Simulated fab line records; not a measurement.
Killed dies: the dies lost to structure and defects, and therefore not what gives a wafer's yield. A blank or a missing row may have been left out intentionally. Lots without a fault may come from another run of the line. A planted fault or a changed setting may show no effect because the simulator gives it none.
Chamber matching    flow gf180mcu    GF_STI_CMP_25 on cmp-01 has 4 sister chambers
The step polishes, stops on Si3N4, t overpolish 33 s, target thk 524.6 nm. 8 wafers are shown with their chamber, then 7 later ones without.

WAFERS, EACH WITH ITS CHAMBER
wafer   chamber  motorCurrentA (A)  slurryFlowMlMin
L105.5  2        11.2               150.2
L105.6  1        13.7               150.2
L110.3  1        14.2               149.1
L112.1  3        13.2               149.9
L112.4  2        10.5               151.1
L112.6  0        11.0               149.6
L113.3  0        10.7               150.0
L113.4  3        12.5               150.2

WAFERS WHOSE CHAMBER IS MISSING
wafer   motorCurrentA (A)  slurryFlowMlMin
L113.6  9.9                150.2
L114.2  13.4               149.5
L114.4  13.2               149.7
L114.5  13.9               149.7
L117.1  12.3               150.4
L117.3  10.5               149.1
L117.4  14.1               149.0

WHICH CHAMBER EACH WENT THROUGH
wafer   from the rows above      in truth
L113.6  can't be placed: 0 or 2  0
L114.2  can't be placed: 1 or 3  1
L114.4  can't be placed: 3 or 1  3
L114.5  1                        1
L117.1  3                        3
L117.3  can't be placed: 0 or 2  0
L117.4  1                        1
Correct placement for 3 of the 7. Can't be placed from these rows: 4 (the true chamber is among the candidates in 4). Placed wrongly: 0.
How it was worked out, from the rows above alone: a wafer's distance from a chamber is the root of the sum, over the readings, of the square of ((its reading less the chamber's mean) divided by the reading's scatter). If the next closest chamber is less than 2 further off than the closest, the wafer can't be placed; otherwise it belongs to the closest. Each chamber's mean is taken over the wafers shown for it. The scatter is the square root of a quotient: the sum, over the shown wafers, of each reading's squared deviation from its chamber's mean, divided by wafers minus chambers.
